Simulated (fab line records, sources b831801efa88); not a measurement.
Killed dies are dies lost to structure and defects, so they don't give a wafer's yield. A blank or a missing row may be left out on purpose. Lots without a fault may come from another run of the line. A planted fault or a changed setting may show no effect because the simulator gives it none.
Which tool did it? | flow gf180mcu | 11 lots, 33 wafers sampled, at 5 steps of a route of 602

WHAT THE GAUGES READ, wafer by wafer
GF_PASSIVATION_THK_MEAS_01.
lot  | measured     | on            | PASSIVATION_CVD_00_THK (nm)
L381 | day 28 03:17 | film_metro-02 | 987 1010 1006
L383 | day 28 20:54 | film_metro-02 | 986 1002 987
L384 | day 29 04:24 | film_metro-03 | 978 976 983
L386 | day 29 20:13 | film_metro-02 | 1001 986 1006
L391 | day 31 10:18 | film_metro-03 | 996 1001 1023
L394 | day 32 00:13 | film_metro-02 | 1168 1190 1020
L396 | day 32 12:49 | film_metro-03 | 982 1006 1003
L397 | day 32 18:25 | film_metro-02 | 992 1002 1007
L400 | day 33 10:49 | film_metro-02 | 996 1002 1009
L402 | day 34 03:52 | film_metro-03 | 989 994 1003
L403 | day 34 04:20 | film_metro-02 | 989 1001 999

WHICH TOOL RAN EACH LOT (tool, then ch and the chambers of the sampled wafers, then the start)
lot  | GF_V4_ETCH_16                      | GF_V4_ETCH_17                                 | GF_MIM_SPUTTER_03            | GF_PASSIVATION_CVD_00
L381 | rie_diel-01 ch 0,2, day 24 10:16   | rie_diel-01 ch 0,2, day 24 11:50 or earlier   | pvd_sputter-01, day 24 11:50 | pecvd-04 ch 0,2, day 28 03:11
L383 | rie_diel-02 ch 0,2,3, day 25 04:40 | rie_diel-02 ch 0,2,3, day 25 06:11 or earlier | pvd_sputter-02, day 25 06:11 | pecvd-03 ch 0,1, day 28 20:46
L384 | rie_diel-02 ch 0,2,3, day 25 13:33 | rie_diel-02 ch 0,2,3, day 25 15:10 or earlier | pvd_sputter-02, day 25 15:10 | pecvd-04 ch 0,1,2, day 29 04:19
L386 | rie_diel-01 ch 0,1,2, day 26 07:46 | rie_diel-01 ch 0,1,2, day 26 09:16 or earlier | pvd_sputter-04, day 26 09:16 | pecvd-03 ch 1,2, day 29 20:07
L391 | rie_diel-03 ch 0,1, day 28 01:40   | rie_diel-03 ch 0,1, day 28 03:18 or earlier   | pvd_sputter-02, day 28 03:18 | pecvd-01 ch 0,1,2, day 31 10:13
L394 | rie_diel-03 ch 0,1,2, day 28 16:52 | rie_diel-03 ch 0,1,2, day 28 18:31 or earlier | pvd_sputter-01, day 28 18:31 | pecvd-04 ch 0,2, day 32 00:07
L396 | rie_diel-01 ch 0,1,3, day 29 06:12 | rie_diel-01 ch 0,1,3, day 29 07:43 or earlier | pvd_sputter-01, day 29 07:43 | pecvd-03 ch 0,1, day 32 12:37
L397 | rie_diel-03 ch 0,1, day 29 13:04   | rie_diel-03 ch 0,1, day 29 14:37 or earlier   | pvd_sputter-02, day 29 14:37 | pecvd-03 ch 0,2, day 32 18:10
L400 | rie_diel-01 ch 0,2,3, day 30 07:54 | rie_diel-01 ch 0,2,3, day 30 09:28 or earlier | pvd_sputter-02, day 30 09:28 | pecvd-01 ch 0,1, day 33 10:43
L402 | rie_diel-02 ch 1,2, day 30 23:03   | rie_diel-02 ch 1,2, day 31 00:35 or earlier   | pvd_sputter-04, day 31 00:35 | pecvd-01 ch 0,1,2, day 34 03:46
L403 | rie_diel-01 ch 0,1,3, day 31 04:53 | rie_diel-01 ch 0,1,3, day 31 06:28 or earlier | pvd_sputter-02, day 31 06:28 | pecvd-03 ch 0,1,2, day 34 04:14
- GF_V4_ETCH_16: etches BARC in N2/H2.
- GF_V4_ETCH_17: etches SiO2 in C4F8/O2/Ar, stops on TiN, target depth 630 nm.
- GF_MIM_SPUTTER_03: material Ti, target thk 10 nm, time 6.7 s.
- GF_PASSIVATION_CVD_00: deposits SiO2 from TEOS, target thk 1000 nm, time 111.95 s.

THE ANSWER, worked out from the rows above alone
Rule: what is usual is taken from the lots themselves. Put in order of their means at a reading, lots are off if they are a third of the lots or fewer, leave a main group of 4 or more, and stand apart from it by a gap of 3 or more times the standard deviation of the main group's means; of several such gaps the widest counts. A main group whose means are all the same, to the digits that the tables above print for the reading, isn't used. A lot without any number at a reading at which 4 lots or more have one is off too. The other lots that the step has rows for count as sound.
Off: L394, at GF_PASSIVATION_THK_MEAS_01 (PASSIVATION_CVD_00_THK). The main group: mean 997 nm, standard deviation 7.1.
A tool fits if, at a process step before that reading, it ran every lot that is off, and no sound lot after the first of them. The gauges at GF_PASSIVATION_THK_MEAS_01 are tried like those tools. GF_V4_ETCH_17 gives no start for some lots, so the hours and the order of its lots are those of GF_MIM_SPUTTER_03. One fits: pecvd-04 at GF_PASSIVATION_CVD_00. Its last sound lot is L384 (day 29 04:19), its first lot that is off L394 (day 32 00:07): a fault that began between those two fits.

WHAT THE SIMULATOR HAD PUT IN
Process parameter drift: pecvd-04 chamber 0, from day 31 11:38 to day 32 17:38, at GF_PASSIVATION_CVD_00. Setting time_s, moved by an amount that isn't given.
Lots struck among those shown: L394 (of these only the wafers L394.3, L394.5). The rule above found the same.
